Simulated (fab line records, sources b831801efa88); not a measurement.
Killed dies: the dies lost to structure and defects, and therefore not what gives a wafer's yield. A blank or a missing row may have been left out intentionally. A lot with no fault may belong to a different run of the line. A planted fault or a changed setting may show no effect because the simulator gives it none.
What tool caused it? ; flow gf180mcu ; 14 lots with 42 wafers sampled at 3 steps, on a route of 602 steps

== WHAT THE GAUGES SHOWED, per wafer ==
GF_VT_IMPLANT_TW_MEAS_10.
lot;measured;on;VT_IMPLANT_TW
L543;day 6 10:07;filmMetro-02;555 554 557
L544;day 6 14:52;filmMetro-02;554 553 555
L546;day 7 04:44;filmMetro-03;571 566 569
L547;day 7 10:52;filmMetro-03;570 569 568
L548;day 7 16:07;filmMetro-03;570 571 568
L549;day 7 23:05;filmMetro-03;571 572 574
L550;day 8 05:37;filmMetro-03;570 569 567
L551;day 8 08:47;filmMetro-02;559 554 556
L555;day 9 14:08;filmMetro-02;556 553 557
L556;day 9 19:48;filmMetro-03;569 568 574
L558;day 10 07:26;filmMetro-02;558 556 556
L563;day 11 06:04;filmMetro-03;572 570 568

GF_DUAL_GATE_THK_MEAS_03.
lot;measured;on;DUAL_GATE_OXIDATION_00_THK (nm)
L543;day 8 18:44;filmMetro-01;11.43 11.45 11.66
L544;day 8 18:44;filmMetro-03;11.18 11.20 10.90
L546;day 9 12:50;filmMetro-04;11.21 11.16 11.26
L547;day 9 19:41;filmMetro-01;11.10 10.95 11.29
L548;day 9 19:41;filmMetro-03;10.95 11.14 11.10
L549;day 10 09:17;filmMetro-03;11.22 11.09 11.28
L550;day 10 09:16;filmMetro-01;11.03 11.04 11.20
L551;day 10 17:32;filmMetro-03;11.15 11.11 11.14
L555;day 11 19:17;filmMetro-03;10.99 11.10 11.04
L556;day 12 05:33;filmMetro-03;11.44 11.14 11.35
L558;day 12 15:11;filmMetro-04;10.64 10.71 10.69
L563;day 13 18:31;filmMetro-03;11.06 11.08 11.27

== WHICH TOOL RAN EACH LOT (tool, then ch and the chambers of the sampled wafers, then the start) ==
lot;GF_STI_WET_ETCH_27
L543;wetBench-03 ch 3, day 2 18:32
L544;wetBench-04 ch 3, day 3 00:23
L546;wetBench-04 ch 0, day 3 10:44
L547;wetBench-02 ch 1, day 3 15:45
L548;wetBench-03 ch 0, day 3 21:34
L549;wetBench-04 ch 0, day 4 02:32
L550;wetBench-04 ch 1, day 4 07:19
L551;wetBench-04 ch 0, day 4 11:46
L553;wetBench-03 ch 2, day 5 01:24
L554;wetBench-04 ch 2, day 5 05:58
L555;wetBench-04 ch 1, day 5 09:49
L556;wetBench-02 ch 0, day 5 17:00
L558;wetBench-04 ch 2, day 6 03:14
L563;wetBench-04 ch 2, day 7 03:24
- GF_STI_WET_ETCH_27: etches Si3N4 in H3PO4, target depth 160 nm, time 1825 s.

== WHAT THE TOOLS THEMSELVES READ (means of the sampled wafers that have a number; where no wafer has one, the mark that the record gives instead) ==
GF_STI_WET_ETCH_27.
lot;tool;bathGuardTempC (C);bathHeatDutyPct (%);tempC (C)
L543;wetBench-03;160.8;23.2;159.91
L544;wetBench-04;159.8;25.5;159.95
L546;wetBench-04;159.8;24.3;160.09
L547;wetBench-02;160.6;27.0;160.12
L548;wetBench-03;160.8;22.6;159.74
L549;wetBench-04;160.1;23.6;160.31
L550;wetBench-04;159.7;25.1;159.99
L551;wetBench-04;160.0;24.1;159.87
L553;wetBench-03;-;-;-
L554;wetBench-04;-;-;-
L555;wetBench-04;159.8;26.8;160.10
L556;wetBench-02;159.7;21.3;160.16
L558;wetBench-04;159.5;29.2;160.10
L563;wetBench-04;159.4;30.1;159.90

== THE ANSWER, worked out from the rows above alone ==
Rule: the lots themselves supply what counts as usual. The widest of any qualifying gaps counts: lots, ordered by their means at a reading, are off when they make up no more than a third of the lots, leave a main group of 4 or more, and stand apart from it by 3 or more times the standard deviation of that group's means. If all means in a main group match to the digits the tables above print for the reading, that group is not used. A lot without any number at a reading at which 4 lots or more have one is off too. Any other lot the step has rows for is counted as sound. The gauges are gone through in route order, then the tools' own readings, and for those a lot's mean is taken as printed above. At the first step where some lot is off, the reading lying furthest off is the one used; lots without a number count as furthest.
Off: L553, L554 (GF_STI_WET_ETCH_27, bathGuardTempC). Without a number there: L553, L554. For the main group the mean is 160.0 C and the standard deviation 0.46.
If a tool, at that step or one of the process steps before it, ran each lot that is off and ran no sound lot following the first of them, it fits. None of those tried fits.

== WHAT THE SIMULATOR HAD PUT IN ==
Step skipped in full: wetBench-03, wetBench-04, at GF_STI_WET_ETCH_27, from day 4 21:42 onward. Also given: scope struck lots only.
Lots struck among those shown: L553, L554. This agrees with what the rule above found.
